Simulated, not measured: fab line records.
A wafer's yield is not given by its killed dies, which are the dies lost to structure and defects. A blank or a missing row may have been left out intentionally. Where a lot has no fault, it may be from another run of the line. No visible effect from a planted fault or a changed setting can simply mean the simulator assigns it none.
Chamber matching ; flow gf180mcu ; 4 sister chambers for GF_V3_CMP_04 on cmp-01
The step polishes SiO2. 8 wafers are shown with their chamber, then 7 later ones without.

WAFERS WITH THEIR CHAMBER
wafer;chamber;motorCurrentA (A);timeToEndpointS (s)
L373.5;1;12.4;84
L390.5;1;12.5;85
L390.6;0;10.5;96
L391.2;2;10.2;85
L391.4;3;12.2;90
L391.5;2;10.5;90
L392.1;3;12.3;80
L392.2;0;10.6;87

WAFERS WITHOUT THEIR CHAMBER
wafer;motorCurrentA (A);timeToEndpointS (s)
L392.6;13.0;88
L393.1;10.4;87
L393.4;10.8;100
L393.5;10.7;96
L395.1;11.0;93
L395.2;13.0;90
L395.5;10.4;100

EACH ONE'S CHAMBER
wafer;from the rows above;in truth
L392.6;can't be placed: 1 or 3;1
L393.1;can't be placed: 2 or 0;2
L393.4;can't be placed: 0 or 2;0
L393.5;can't be placed: 0 or 2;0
L395.1;can't be placed: 0 or 2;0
L395.2;can't be placed: 1 or 3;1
L395.5;can't be placed: 0 or 2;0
Placed correctly: 0 of 7. These rows do not allow placing 7 (true chamber among the candidates in 7). Wrongly placed: 0.
How it was worked out, from the rows above alone: a wafer's distance from a chamber is the root of the sum, over the readings, of the square of ((its reading less the chamber's mean) divided by the reading's scatter). The wafer belongs to the nearest chamber; if the next one is less than 2 further off, it can't be placed. Each chamber's mean is taken over the wafers shown for it. The scatter is the square root of a quotient: the sum, over the shown wafers, of each reading's squared deviation from its chamber's mean, divided by wafers minus chambers.
